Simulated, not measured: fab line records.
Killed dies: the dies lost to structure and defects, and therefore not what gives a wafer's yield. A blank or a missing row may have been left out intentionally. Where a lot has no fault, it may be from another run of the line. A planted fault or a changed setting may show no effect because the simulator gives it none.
fab line records | flow sky130
record lots=11 | wafers=33 | lastDay=50
route steps=708 shown FIELD_ISO@3 VT_ADJUST_LVTN@106 VT_ADJUST_NCORE@129 SONOS_ONO@182 PAD_OPEN@708
lots untouched by any fault: they come from a run of this same line in which no faults occurred
startH: hours from the record's opening day to when the first of the lot's shown wafers began | waitH: hours since the lot's step before | " the same as in the row above | L1.1+2: several wafers, shown together as one row | - no value, or no start was given | * or withheld: withheld | < > ~ a bound
route shown NAME@n: NAME is a module with steps in the file, n the number in the route of the first one | usual: mean/standard deviation taken from wafers without a fault | same: alike in all rows | chamber/n: place in a boat | sites: readings site by site | _std_site: the values' standard deviation | _edge_site: inner sites' mean taken away from outer sites' mean | radiusMm: how far each site lies from the wafer's centre | mask NAME#n: copy n | behind: the most recent tool/chamber to have shaped the wafer | hold: why the lot was held/for how many hours/how that ended | device: transistor that didn't switch, given as n, p or np | end of line: the route-end tests of the same wafers | a step without rows: its recipe alone | killed: dies that structure and defects cost at the first sort, which is not the same as the wafer's yield | map: a wafer's dies, marking killed ones x, the rest . and places with no die _
set.NAME: the setting the step ran with; set.NAME@STEP: the setting that earlier step ran with | model.NAME: the simulator's own value behind a step, which no gauge read
the route's steps for a sample of lots (tables are steps, rows are wafers)
services: a tool's chamber out of use, with start hour (startH, from the record's first day; less than 0 if before it), hours out, and reason
## steps
# step SKY_FIELD_ISO_THK_MEAS_02
# recipe reads=SiO2_of_FIELD_ISO_OXIDATION_01
# usual FIELD_ISO_OXIDATION_00_THK=11.97/0.24
lot.wafer | tool         | chamber | startH | waitH | FIELD_ISO_OXIDATION_00_THK[nm]
L721.2    | filmMetro-03 | -       | 16.64  | 0.0   | 12.16
L721.4    | "            | -       | "      | "     | 12.36
L721.6    | "            | -       | "      | "     | 12.44
L723.2    | filmMetro-03 | -       | 27.43  | 0.0   | 11.84
L723.5    | "            | -       | "      | "     | 11.62
L723.6    | "            | -       | "      | "     | 11.58
L726.1    | filmMetro-03 | -       | 44.49  | 0.0   | 11.88
L726.4    | "            | -       | "      | "     | 11.81
L726.5    | "            | -       | "      | "     | 11.68
L727.2    | filmMetro-04 | -       | 50.17  | 0.0   | 11.75
L727.5    | "            | -       | "      | "     | 11.85
L727.6    | "            | -       | "      | "     | 12.06
L730.3    | filmMetro-04 | -       | 61.65  | 0.0   | 11.55
L730.4    | "            | -       | "      | "     | 11.96
L730.5    | "            | -       | "      | "     | 11.77
L732.1    | filmMetro-03 | -       | 72.17  | 0.0   | 12.38
L732.5    | "            | -       | "      | "     | 12.31
L732.6    | "            | -       | "      | "     | 12.15
L738.1    | filmMetro-02 | -       | 102.65 | 0.0   | 12.11
L738.4    | "            | -       | "      | "     | 11.77
L738.5    | "            | -       | "      | "     | 12.02
L739.1    | filmMetro-02 | -       | 107.86 | 0.0   | 12.20
L739.3    | "            | -       | "      | "     | 12.12
L739.6    | "            | -       | "      | "     | 11.98
L740.2    | filmMetro-04 | -       | 112.31 | 0.0   | 12.07
L740.3    | "            | -       | "      | "     | 12.03
L740.5    | "            | -       | "      | "     | 12.19
L742.1    | filmMetro-02 | -       | 122.75 | 0.0   | 11.73
L742.4    | "            | -       | "      | "     | 11.95
L742.6    | "            | -       | "      | "     | 11.46
L743.1    | filmMetro-02 | -       | 126.63 | 0.0   | 11.88
L743.4    | "            | -       | "      | "     | 12.11
L743.6    | "            | -       | "      | "     | 11.90
# step SKY_VT_ADJUST_LVTN_STRIP_09
# recipe chemistry=O2/N2 | powerW=1400 | pressureMtorr=1500 | platenTempC=withheld | o2FlowSccm=3000 | n2FlowSccm=300 | overashFraction=0.5
# usual chamberPressureMTorr=1500.0/1.5 | drypumpMotorCurrentA=5.4/0.53 | n2FlowSccm=299.9/0.91 | oesProductAu=0.723/0.0047 | overashFraction=0.5/0 | stripTimeToEndpointS=36.90/0.11
lot.wafer | tool           | chamber | startH | waitH | chamberPressureMTorr | drypumpMotorCurrentA | n2FlowSccm | oesProductAu | overashFraction | rfHoursCounterH | stripTimeToEndpointS
L721.2    | plasmaAsher-02 | 1       | 150.24 | 0.1   | 1500.6               | 5.0                  | 299.8      | 0.723        | 0.5             | 46              | 37.00
L721.4    | "              | 1       | "      | "     | 1500.5               | 5.0                  | 299.5      | 0.726        | 0.5             | -               | 36.91
L721.6    | "              | 0       | "      | "     | 1499.7               | 5.9                  | 300.5      | 0.723        | 0.5             | -               | 37.08
L723.2    | plasmaAsher-03 | 1       | 162.49 | 0.1   | 1501.0               | 5.7                  | 299.6      | 0.715        | 0.5             | 49              | 36.90
L723.5    | "              | 0       | "      | "     | 1499.6               | 4.9                  | 301.0      | 0.722        | 0.5             | -               | 36.96
L723.6    | "              | 1       | "      | "     | 1500.4               | 5.7                  | 299.3      | 0.720        | 0.5             | -               | 36.79
L726.1    | plasmaAsher-03 | 0       | 182.12 | 0.1   | 1499.3               | 4.9                  | 300.5      | 0.726        | 0.5             | 51              | 36.97
L726.4    | "              | 1       | "      | "     | 1500.9               | 5.7                  | 301.3      | 0.719        | 0.5             | -               | 36.97
L726.5    | "              | 1       | "      | "     | 1500.1               | 5.7                  | 299.5      | 0.725        | 0.5             | -               | 37.06
L727.2    | plasmaAsher-03 | 1       | 191.60 | 0.1   | 1501.1               | 5.7                  | 299.4      | 0.717        | 0.5             | 52              | 36.55
L727.5    | "              | 1       | "      | "     | 1497.6               | 5.7                  | 300.8      | 0.720        | 0.5             | -               | 36.74
L727.6    | "              | 0       | "      | "     | 1501.0               | 4.9                  | 300.2      | 0.725        | 0.5             | -               | 36.71
L730.3    | plasmaAsher-02 | 0       | 206.95 | 0.1   | 1500.9               | 5.9                  | 301.3      | 0.724        | 0.5             | -               | 36.96
L730.4    | "              | 1       | "      | "     | 1499.9               | 5.0                  | 301.2      | 0.723        | 0.5             | -               | 36.86
L730.5    | "              | 0       | "      | "     | 1500.5               | 5.9                  | 301.1      | 0.728        | 0.5             | -               | 36.98
L732.1    | plasmaAsher-03 | 0       | 219.77 | 0.1   | 1503.3               | 4.9                  | 298.7      | 0.716        | 0.5             | 54              | 36.83
L732.5    | "              | 1       | "      | "     | 1499.7               | 5.7                  | 300.5      | 0.726        | 0.5             | -               | 36.76
L732.6    | "              | 0       | "      | "     | 1499.7               | 4.9                  | 299.1      | 0.721        | 0.5             | -               | 36.87
L738.1    | plasmaAsher-04 | 0       | 264.70 | 0.1   | -                    | -                    | -          | -            | -               | -               | -
L738.4    | "              | 0       | "      | "     | -                    | -                    | -          | -            | -               | -               | -
L738.5    | "              | 1       | "      | "     | -                    | -                    | -          | -            | -               | -               | -
L739.1    | plasmaAsher-02 | 1       | 267.12 | 0.1   | -                    | -                    | -          | -            | -               | -               | -
L739.3    | "              | 1       | "      | "     | -                    | -                    | -          | -            | -               | -               | -
L739.6    | "              | 0       | "      | "     | -                    | -                    | -          | -            | -               | -               | -
L740.2    | plasmaAsher-03 | 0       | 270.32 | 0.1   | -                    | -                    | -          | -            | -               | -               | -
L740.3    | "              | 0       | "      | "     | -                    | -                    | -          | -            | -               | -               | -
L740.5    | "              | 1       | "      | "     | -                    | -                    | -          | -            | -               | -               | -
L742.1    | plasmaAsher-03 | 0       | 293.42 | 0.1   | 1499.3               | 4.9                  | 299.4      | 0.722        | 0.5             | 60              | 36.95
L742.4    | "              | 1       | "      | "     | 1502.5               | 5.7                  | 299.1      | 0.731        | 0.5             | -               | 36.93
L742.6    | "              | 0       | "      | "     | 1499.4               | 4.9                  | 298.6      | 0.719        | 0.5             | -               | 36.85
L743.1    | plasmaAsher-03 | 1       | 304.37 | 0.1   | 1500.8               | 5.7                  | 300.7      | 0.719        | 0.5             | 61              | 37.05
L743.4    | "              | 0       | "      | "     | 1498.9               | 4.9                  | 300.1      | 0.724        | 0.5             | -               | 36.99
L743.6    | "              | 0       | "      | "     | 1500.4               | 4.9                  | 301.8      | 0.722        | 0.5             | -               | 36.96
# step SKY_VT_ADJUST_LVTN_STRIP_20
# recipe chemistry=O2/N2 | powerW=1400 | pressureMtorr=1500 | platenTempC=withheld | o2FlowSccm=3000 | n2FlowSccm=300 | overashFraction=0.5
# usual chamberPressureMTorr=1500.1/1.4 | drypumpMotorCurrentA=5.4/0.54 | n2FlowSccm=300.1/1.1 | oesProductAu=0.715/0.0044 | stripTimeToEndpointS=14.17/0.04
# same overashFraction=0.5
lot.wafer | tool           | chamber | startH | waitH | chamberPressureMTorr | drypumpMotorCurrentA | n2FlowSccm | oesProductAu | rfHoursCounterH | stripTimeToEndpointS
L721.2    | plasmaAsher-02 | 1       | 170.50 | 0.1   | 1500.5               | 5.0                  | 301.1      | 0.718        | 48              | 14.14
L721.4    | "              | 0       | "      | "     | 1497.4               | 5.9                  | 299.7      | 0.713        | -               | 14.15
L721.6    | "              | 0       | "      | "     | 1498.8               | 5.8                  | 300.6      | 0.709        | -               | 14.19
L723.2    | plasmaAsher-03 | 0       | 183.00 | 0.1   | 1499.3               | 4.9                  | 300.3      | 0.715        | 51              | 14.19
L723.5    | "              | 0       | "      | "     | 1499.5               | 4.9                  | 300.8      | 0.715        | -               | 14.24
L723.6    | "              | 1       | "      | "     | 1499.0               | 5.7                  | 300.0      | 0.718        | -               | 14.18
L726.1    | plasmaAsher-04 | 0       | 203.57 | 0.1   | 1500.2               | 6.2                  | 299.5      | 0.723        | 39              | 14.20
L726.4    | "              | 1       | "      | "     | 1500.9               | 4.8                  | 298.3      | 0.722        | -               | 14.23
L726.5    | "              | 0       | "      | "     | 1500.3               | 6.2                  | 301.6      | 0.707        | -               | 14.20
L727.2    | plasmaAsher-04 | 1       | 213.20 | 0.1   | 1498.9               | 4.8                  | 301.4      | 0.713        | 40              | 14.14
L727.5    | "              | 1       | "      | "     | 1498.7               | 4.8                  | 300.0      | 0.715        | -               | 14.18
L727.6    | "              | 0       | "      | "     | 1501.9               | 6.2                  | 301.1      | 0.715        | -               | 14.14
L730.3    | plasmaAsher-02 | 0       | 229.18 | 0.1   | 1497.7               | 5.9                  | 301.1      | 0.712        | -               | 14.19
L730.4    | "              | 1       | "      | "     | 1498.9               | 5.0                  | 297.8      | 0.713        | -               | 14.18
L730.5    | "              | 1       | "      | "     | 1497.9               | 5.0                  | 297.8      | 0.714        | -               | 14.15
L732.1    | plasmaAsher-02 | 1       | 243.17 | 0.1   | 1504.2               | 5.0                  | 300.8      | 0.715        | 55              | 14.12
L732.5    | "              | 0       | "      | "     | 1501.4               | 5.9                  | 300.9      | 0.712        | -               | 14.13
L732.6    | "              | 1       | "      | "     | 1499.4               | 5.0                  | 297.9      | 0.715        | -               | 14.20
L738.1    | plasmaAsher-02 | 0       | 289.67 | 0.1   | 1501.1               | 5.8                  | 300.2      | 0.730        | 60              | 58.86
L738.4    | "              | 0       | "      | "     | 1500.7               | 5.8                  | 301.0      | 0.733        | -               | 58.77
L738.5    | "              | 0       | "      | "     | 1500.4               | 5.8                  | 301.8      | 0.734        | -               | 58.83
L739.1    | plasmaAsher-02 | 1       | 292.04 | 0.1   | 1502.0               | 5.0                  | 300.0      | 0.724        | 60              | 58.56
L739.3    | "              | 1       | "      | "     | 1500.5               | 5.0                  | 299.0      | 0.730        | -               | 58.54
L739.6    | "              | 0       | "      | "     | 1500.6               | 5.8                  | 298.6      | 0.724        | -               | 58.53
L740.2    | plasmaAsher-04 | 1       | 295.24 | 0.1   | 1500.2               | 4.8                  | 300.4      | 0.737        | 48              | 58.49
L740.3    | "              | 1       | "      | "     | 1499.8               | 4.8                  | 299.5      | 0.733        | -               | 58.52
L740.5    | "              | 0       | "      | "     | 1499.7               | 6.2                  | 301.0      | 0.733        | -               | 58.55
L742.1    | plasmaAsher-04 | 0       | 319.59 | 0.1   | 1499.7               | 6.2                  | 301.2      | 0.712        | 50              | 14.16
L742.4    | "              | 1       | "      | "     | 1501.8               | 4.8                  | 299.5      | 0.717        | -               | 14.17
L742.6    | "              | 1       | "      | "     | 1500.1               | 4.8                  | 299.1      | 0.718        | -               | 14.16
L743.1    | plasmaAsher-02 | 0       | 330.65 | 0.1   | 1498.8               | 5.9                  | 300.0      | 0.713        | 64              | 14.17
L743.4    | "              | 0       | "      | "     | 1499.0               | 5.8                  | 300.5      | 0.715        | -               | 14.20
L743.6    | "              | 1       | "      | "     | 1497.3               | 5.0                  | 299.4      | 0.714        | -               | 14.15
# step SKY_VT_ADJUST_LVTN_TW_MEAS_21
# usual VT_ADJUST_LVTN_2_TW=188.8/1.5
lot.wafer | tool         | chamber | startH | waitH | hold                    | VT_ADJUST_LVTN_2_TW
L721.2    | filmMetro-01 | -       | 170.61 | 0.1   | -                       | 189.5
L721.4    | "            | -       | "      | "     | -                       | 190.4
L721.6    | "            | -       | "      | "     | -                       | 189.3
L723.2    | filmMetro-04 | -       | 183.11 | 0.1   | -                       | 189.3
L723.5    | "            | -       | "      | "     | -                       | 189.0
L723.6    | "            | -       | "      | "     | -                       | 190.0
L726.1    | filmMetro-04 | -       | 203.67 | 0.1   | -                       | 190.6
L726.4    | "            | -       | "      | "     | -                       | 189.5
L726.5    | "            | -       | "      | "     | -                       | 188.9
L727.2    | filmMetro-01 | -       | 213.31 | 0.1   | -                       | 189.2
L727.5    | "            | -       | "      | "     | -                       | 189.7
L727.6    | "            | -       | "      | "     | -                       | 188.2
L730.3    | filmMetro-01 | -       | 229.27 | 0.1   | -                       | 189.8
L730.4    | "            | -       | "      | "     | -                       | 190.5
L730.5    | "            | -       | "      | "     | -                       | 190.6
L732.1    | filmMetro-04 | -       | 243.27 | 0.1   | -                       | 188.5
L732.5    | "            | -       | "      | "     | -                       | 188.8
L732.6    | "            | -       | "      | "     | -                       | 189.0
L738.1    | filmMetro-03 | -       | 289.77 | 0.1   | awaitDispo/0.2h/release | 29.9
L738.4    | "            | -       | "      | "     | awaitDispo/0.2h/release | 29.6
L738.5    | "            | -       | "      | "     | awaitDispo/0.2h/release | 29.8
L738.1    | filmMetro-03 | -       | 290.00 | 0.2   | -                       | 29.8
L738.4    | "            | -       | "      | "     | -                       | 29.8
L738.5    | "            | -       | "      | "     | -                       | 30.0
L739.1    | filmMetro-01 | -       | 292.14 | 0.1   | awaitDispo/0.2h/release | 30.3
L739.3    | "            | -       | "      | "     | awaitDispo/0.2h/release | 30.1
L739.6    | "            | -       | "      | "     | awaitDispo/0.2h/release | 30.1
L739.1    | filmMetro-01 | -       | 292.37 | 0.2   | -                       | 30.3
L739.3    | "            | -       | "      | "     | -                       | 30.2
L739.6    | "            | -       | "      | "     | -                       | 30.2
L740.2    | filmMetro-01 | -       | 295.35 | 0.1   | awaitDispo/0.2h/release | 30.1
L740.3    | "            | -       | "      | "     | awaitDispo/0.2h/release | 30.0
L740.5    | "            | -       | "      | "     | awaitDispo/0.2h/release | 30.1
L740.2    | filmMetro-01 | -       | 295.58 | 0.2   | -                       | 30.2
L740.3    | "            | -       | "      | "     | -                       | 30.1
L740.5    | "            | -       | "      | "     | -                       | 30.2
L742.1    | filmMetro-03 | -       | 319.69 | 0.1   | -                       | 186.0
L742.4    | "            | -       | "      | "     | -                       | 186.1
L742.6    | "            | -       | "      | "     | -                       | 186.4
L743.1    | filmMetro-01 | -       | 330.75 | 0.1   | -                       | 189.1
L743.4    | "            | -       | "      | "     | -                       | 190.2
L743.6    | "            | -       | "      | "     | -                       | 188.9
# step SKY_VT_ADJUST_NCORE_STRIP_10
# recipe chemistry=O2/N2 | powerW=1400 | pressureMtorr=1500 | platenTempC=withheld | o2FlowSccm=3000 | n2FlowSccm=300 | overashFraction=0.5
# usual chamberPressureMTorr=1499.8/1.3 | drypumpMotorCurrentA=5.5/0.54 | n2FlowSccm=300.0/1 | oesProductAu=0.715/0.0044 | stripTimeToEndpointS=14.19/0.042
# same overashFraction=0.5
lot.wafer | tool           | chamber | startH | waitH | chamberPressureMTorr | drypumpMotorCurrentA | n2FlowSccm | oesProductAu | rfHoursCounterH | stripTimeToEndpointS
L721.2    | plasmaAsher-01 | 1       | 191.44 | 0.1   | 1498.4               | 5.6                  | 298.7      | 0.719        | 7               | 14.25
L721.4    | "              | 1       | "      | "     | 1501.2               | 5.6                  | 300.3      | 0.719        | -               | 14.27
L721.6    | "              | 1       | "      | "     | 1498.6               | 5.6                  | 299.4      | 0.712        | -               | 14.24
L723.2    | plasmaAsher-04 | 0       | 204.77 | 0.1   | 1498.9               | 6.2                  | 301.2      | 0.713        | 39              | 14.15
L723.5    | "              | 0       | "      | "     | 1496.7               | 6.2                  | 299.7      | 0.716        | -               | 14.20
L723.6    | "              | 1       | "      | "     | 1500.6               | 4.8                  | 300.0      | 0.709        | -               | 14.13
L726.1    | plasmaAsher-01 | 0       | 225.71 | 0.1   | 1500.2               | 5.7                  | 302.3      | 0.721        | 11              | 14.21
L726.4    | "              | 0       | "      | "     | 1500.3               | 5.7                  | 301.4      | 0.723        | -               | 14.24
L726.5    | "              | 1       | "      | "     | 1498.8               | 5.6                  | 300.0      | 0.718        | -               | 14.25
L727.2    | plasmaAsher-01 | 1       | 236.64 | 0.1   | 1501.0               | 5.6                  | 300.7      | 0.715        | 12              | 14.17
L727.5    | "              | 1       | "      | "     | 1499.2               | 5.6                  | 300.2      | 0.718        | -               | 14.18
L727.6    | "              | 0       | "      | "     | 1499.9               | 5.7                  | 300.4      | 0.721        | -               | 14.14
L730.3    | plasmaAsher-02 | 1       | 253.20 | 0.1   | 1501.6               | 5.0                  | 300.8      | 0.715        | -               | 14.19
L730.4    | "              | 0       | "      | "     | 1499.5               | 5.9                  | 300.1      | 0.712        | -               | 14.19
L730.5    | "              | 0       | "      | "     | 1498.8               | 5.9                  | 299.3      | 0.715        | -               | 14.21
L732.1    | plasmaAsher-02 | 0       | 268.19 | 0.1   | 1502.1               | 5.8                  | 298.9      | 0.717        | 58              | 14.16
L732.5    | "              | 1       | "      | "     | 1498.7               | 5.0                  | 300.5      | 0.711        | -               | 14.14
L732.6    | "              | 0       | "      | "     | 1499.5               | 5.8                  | 298.6      | 0.716        | -               | 14.17
L742.1    | plasmaAsher-02 | 0       | 346.91 | 0.1   | 1502.5               | 5.9                  | 299.7      | 0.715        | 66              | 14.18
L742.4    | "              | 0       | "      | "     | 1499.1               | 5.9                  | 298.6      | 0.724        | -               | 14.16
L742.6    | "              | 1       | "      | "     | 1497.8               | 5.0                  | 299.9      | 0.713        | -               | 14.16
L743.1    | plasmaAsher-02 | 0       | 358.17 | 0.1   | 1502.5               | 5.9                  | 300.1      | 0.715        | 67              | 14.22
L743.4    | "              | 0       | "      | "     | 1498.0               | 5.8                  | 299.5      | 0.714        | -               | 14.18
L743.6    | "              | 1       | "      | "     | 1499.8               | 5.0                  | 300.0      | 0.714        | -               | 14.19
# step SKY_SONOS_ONO_OVL_MEAS_14
# usual SONOS_ONO_OVL=-0.5/1.6
lot.wafer | tool       | chamber | startH | waitH | SONOS_ONO_OVL[nm]
L721.2    | overlay-01 | -       | 291.83 | 0.1   | -1.3
L721.4    | "          | -       | "      | "     | -0.5
L721.6    | "          | -       | "      | "     | -1.1
L723.2    | overlay-02 | -       | 310.88 | 0.1   | -3.8
L723.5    | "          | -       | "      | "     | -2.1
L723.6    | "          | -       | "      | "     | -3.0
L726.1    | overlay-01 | -       | 335.95 | 0.1   | 0.1
L726.4    | "          | -       | "      | "     | -0.5
L726.5    | "          | -       | "      | "     | 0.6
L727.2    | overlay-02 | -       | 345.54 | 0.1   | 0.9
L727.5    | "          | -       | "      | "     | -1.1
L727.6    | "          | -       | "      | "     | 0.6
L730.3    | overlay-02 | -       | 364.99 | 0.1   | -2.0
L730.4    | "          | -       | "      | "     | -0.4
L730.5    | "          | -       | "      | "     | -0.1
L732.1    | overlay-02 | -       | 381.52 | 0.1   | -0.5
L732.5    | "          | -       | "      | "     | -0.8
L732.6    | "          | -       | "      | "     | -0.6
L742.1    | overlay-02 | -       | 473.52 | 0.1   | 1.4
L742.4    | "          | -       | "      | "     | 2.1
L742.6    | "          | -       | "      | "     | 1.1
L743.1    | overlay-01 | -       | 484.52 | 0.1   | -0.6
L743.4    | "          | -       | "      | "     | -0.5
L743.6    | "          | -       | "      | "     | -0.9
# step SKY_PAD_OPEN_PROBE_99
# usual defectLimitedYield=82.8/2 | killed_at_M0_to_M3=43/7.2 | killed_at_M4_up=3.0/2 | killedAtContacts=24/5.5 | killedAtFrontEnd=15/4.2 | killedAtOther=0.3/0.51 | killedDies=85/10 | killedOpen=46/7.3 | killedShort=38/6.4 | sort_bin_3_pad_short=0.9/0.42 | sort_bin_5_function=10.3/1.5 | sort_bin_6_memory=6.0/1.2 | sortNPass=407/10 | sortYieldPct=82.8/2
# same grossDies=492 | killedAtBackSide=0 | sort_bin_4_leakage[%]=0 | sort_bin_8_speed[%]=0
lot.wafer | tool      | chamber | startH  | waitH | defectLimitedYield[%] | killed_at_M0_to_M3 | killed_at_M4_up | killedAtContacts | killedAtFrontEnd | killedAtOther | killedDies | killedOpen | killedShort | sort_bin_3_pad_short[%] | sort_bin_5_function[%] | sort_bin_6_memory[%] | sortNPass | sortYieldPct[%]
L723.2    | prober-01 | -       | 1104.65 | 0.1   | 83.7                  | 44                 | 2               | 20               | 14               | 0             | 80         | 42         | 38          | 1.0                     | 10.0                   | 5.3                  | 412       | 83.7
L723.5    | prober-01 | -       | 1104.80 | 0.2   | 84.3                  | 48                 | 2               | 15               | 12               | 0             | 77         | 48         | 29          | 0.2                     | 10.2                   | 5.3                  | 415       | 84.3
L723.6    | prober-01 | -       | 1104.85 | 0.2   | 82.3                  | 54                 | 6               | 17               | 10               | 0             | 87         | 41         | 46          | 1.6                     | 10.0                   | 6.1                  | 405       | 82.3
# killed by level:class
L723.2 VIA1:geometricParticle:open=9 METAL1:geometricParticle:short=8 CONTACT:geometricParticle:open=7 POLY_GATE:geometricParticle:short=6 METAL2:geometricParticle:short=6 POLY_GATE:geometricParticle:open=5 LI_CONTACT:geometricParticle:open=5 CONTACT:geometricParticle:short=5
L723.5 VIA1:geometricParticle:open=13 VIA2:geometricParticle:open=9 LI_CONTACT:geometricParticle:open=6 CONTACT:geometricParticle:open=6 VIA1:geometricParticle:short=5 METAL1:geometricParticle:short=5 METAL2:geometricParticle:short=5 VIA3:geometricParticle:open=5
L723.6 VIA1:geometricParticle:open=13 METAL1:geometricParticle:short=11 VIA2:geometricParticle:open=7 VIA3:geometricParticle:open=5 METAL2:geometricParticle:short=5 VIA3:geometricParticle:short=5 FIELD_ISO:geometricParticle:short=4 LI_CONTACT:geometricParticle:open=4
## services
tool           | chamber | startH | hours | kind
plasmaAsher-03 | -       | 217.29 | 0.4   | repair
plasmaAsher-03 | -       | 221.42 | 2.7   | pm
plasmaAsher-04 | -       | 229.96 | 6.4   | pm
plasmaAsher-01 | -       | 237.25 | 0.3   | repair
plasmaAsher-04 | -       | 242.20 | 0.6   | repair
plasmaAsher-03 | -       | 257.56 | 10.5  | pm
plasmaAsher-04 | -       | 276.21 | 4.3   | pm
plasmaAsher-01 | -       | 292.43 | 1.3   | repair
## key
firstSign step=SKY_VT_ADJUST_LVTN_STRIP_09 | reading=toolRecord | direction=missing
effect step=SKY_VT_ADJUST_LVTN_STRIP_20 | reading=stripTimeToEndpointS | direction=up | sigmas=99+ | usual=* | struck=*
effect step=SKY_VT_ADJUST_LVTN_TW_MEAS_21 | reading=visit | direction=added
effect step=SKY_VT_ADJUST_LVTN_TW_MEAS_21 | reading=VT_ADJUST_LVTN_2_TW | direction=down | sigmas=99+ | usual=188.8 | struck=30.0
metAt SKY_VT_ADJUST_LVTN_STRIP_09
struckLots L738,L739,L740
scrappedBehind SKY_VT_ADJUST_LVTN_TW_MEAS_21 L738.1,L738.4,L738.5,L739.1,L739.3,L739.6,L740.2,L740.3,L740.5
notActingAt SKY_FIELD_ISO_THK_MEAS_02,SKY_VT_ADJUST_NCORE_STRIP_10,SKY_SONOS_ONO_OVL_MEAS_14
onsetBetween 219.77 264.70
fault kind=skippedStepWhole | tool=plasmaAsher-02,plasmaAsher-03,plasmaAsher-04 | chamber=- | onsetH=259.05 | steps=SKY_VT_ADJUST_LVTN_STRIP_09 | scope=struckLotsOnly
